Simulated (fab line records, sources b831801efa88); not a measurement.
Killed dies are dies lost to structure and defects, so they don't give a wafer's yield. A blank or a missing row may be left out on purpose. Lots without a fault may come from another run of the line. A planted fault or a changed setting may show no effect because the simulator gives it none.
One fault seen from 2 desks | flow sky130 | each desk has only its own numbers; what lay behind them comes last

THE METROLOGY DESK
What the gauges read, lot by lot, whatever tool the lot ran on: means of the sampled wafers that have a number. A lot is out of limits, marked OUT, if its mean lies more than 4 standard deviations from the usual mean; the brackets give that distance.
Columns: A = VIA4_W_RS at SKY_VIA4_RS_MEAS_19, usual 0.2274 ohm/sq; B = VIA4_W_THK at SKY_VIA4_THK_MEAS_20, usual 514 nm
lot  | first seen here | A      | B
L259 | day 44 05:17    | 0.2257 | 515
L264 | day 45 17:30    | 0.2245 | 518
L274 | day 47 21:43    | 0.2285 | 508
L273 | day 47 22:04    | 0.2281 | 519
L276 | day 48 13:43    | 0.2276 | 521
L278 | day 48 16:40    | 0.2302 | 506
This desk's finding: nothing out of limits on any of the 6 lots.

THE TOOL OWNER'S DESK: pvd_sputter-02
The tool's own readings at SKY_METAL5_SPUTTER_03 (material Ti, target thk 5 nm, time 3.3 s): means of the sampled wafers that have a number, for each lot that ran on this tool. A lot is out of limits, marked OUT, if its mean lies more than 4 standard deviations from the usual mean; the brackets give that distance.
Columns: A = throttle_valve_pct at SKY_METAL5_SPUTTER_03, usual 29.4 %
lot  | first seen here | A
L264 | day 45 18:04    | 29.7
L274 | day 47 22:17    | 29.0
L273 | day 47 22:50    | 29.9
This desk's finding: nothing out of limits on any of the 3 lots.

PUT TOGETHER
The metrology desk saw nothing out of limits.
The tool owner's desk saw nothing out of limits.

WHAT THE SIMULATOR HAD PUT IN
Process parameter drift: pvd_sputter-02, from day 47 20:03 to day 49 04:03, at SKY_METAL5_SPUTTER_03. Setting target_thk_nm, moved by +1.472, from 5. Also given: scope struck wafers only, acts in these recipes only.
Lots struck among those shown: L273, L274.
